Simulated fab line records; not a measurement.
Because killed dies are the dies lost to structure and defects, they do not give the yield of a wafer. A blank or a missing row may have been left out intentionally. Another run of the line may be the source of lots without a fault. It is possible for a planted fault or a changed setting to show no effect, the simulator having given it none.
Matching of chambers    flow sky130    SKY_PAD_OPEN_ETCH_07 on rie diel-01 has 4 sister chambers
The step etches the open film in CF4/O2, stops on AlCu, target depth 725 nm, time 161.1 s. 16 wafers are shown with their chamber, then 8 later ones without.

## WAFERS WITH THEIR CHAMBER
wafer   chamber  drypump motor current A (A)  oes product au (a.u.)  throttle valve pct (%)
L763.3  1        5.3                          0.978                  5.976
L763.4  3        5.0                          0.987                  5.974
L763.5  1        5.4                          0.979                  5.960
L764.3  2        5.4                          0.975                  5.964
L764.4  3        5.1                          0.976                  5.967
L764.6  3        5.1                          0.983                  5.970
L774.2  2        5.4                          0.983                  5.972
L774.5  2        5.4                          0.979                  5.973
L774.6  1        5.3                          0.987                  5.968
L776.2  0        6.4                          0.965                  5.956
L776.5  1        5.3                          0.970                  5.961
L776.6  0        6.4                          0.969                  5.966
L777.2  1        5.4                          0.969                  5.979
L777.3  3        5.1                          0.973                  5.968
L777.5  1        5.4                          0.970                  5.973
L778.2  1        5.3                          0.978                  5.945

SIGNATURES (means of the wafers above)
reading                  chamber 0  chamber 1  chamber 2  chamber 3  scatter within a chamber
drypump motor current A  6.400      5.343      5.400      5.075      0.0453
oes product au           0.96700    0.97586    0.97900    0.97975    0.00593
throttle valve pct       5.96100    5.96600    5.96967    5.96975    0.0089
Rule: distance of a wafer from a chamber = root of the sum over the readings of ((wafer's reading minus chamber's mean) / reading's scatter) squared. The wafer belongs to the nearest chamber; if the next one is less than 2 further off, it can't be placed. The scatter: take each reading less its chamber's mean, square it, sum over the shown wafers, divide by the number of wafers less the number of chambers, and take the root.

## WAFERS WITHOUT THEIR CHAMBER
wafer   drypump motor current A (A)  oes product au (a.u.)  throttle valve pct (%)
L778.4  5.4                          0.978                  5.971
L778.5  6.4                          0.965                  5.963
L780.1  5.3                          0.978                  5.960
L780.2  6.4                          0.963                  5.959
L780.4  5.0                          0.980                  5.980
L783.1  5.0                          0.978                  5.960
L783.2  5.4                          0.976                  5.956
L783.5  5.4                          0.988                  5.974

## EACH ONE'S CHAMBER
wafer   from the rows above      in truth
L778.4  can't be placed: 2 or 1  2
L778.5  0                        0
L780.1  can't be placed: 1 or 2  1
L780.2  0                        0
L780.4  3                        3
L783.1  3                        3
L783.2  can't be placed: 2 or 1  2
L783.5  can't be placed: 2 or 1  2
4 of 8 placed correctly. Unplaceable from these rows: 4, with the true chamber sitting among the candidates in 4. Wrongly placed: 0.
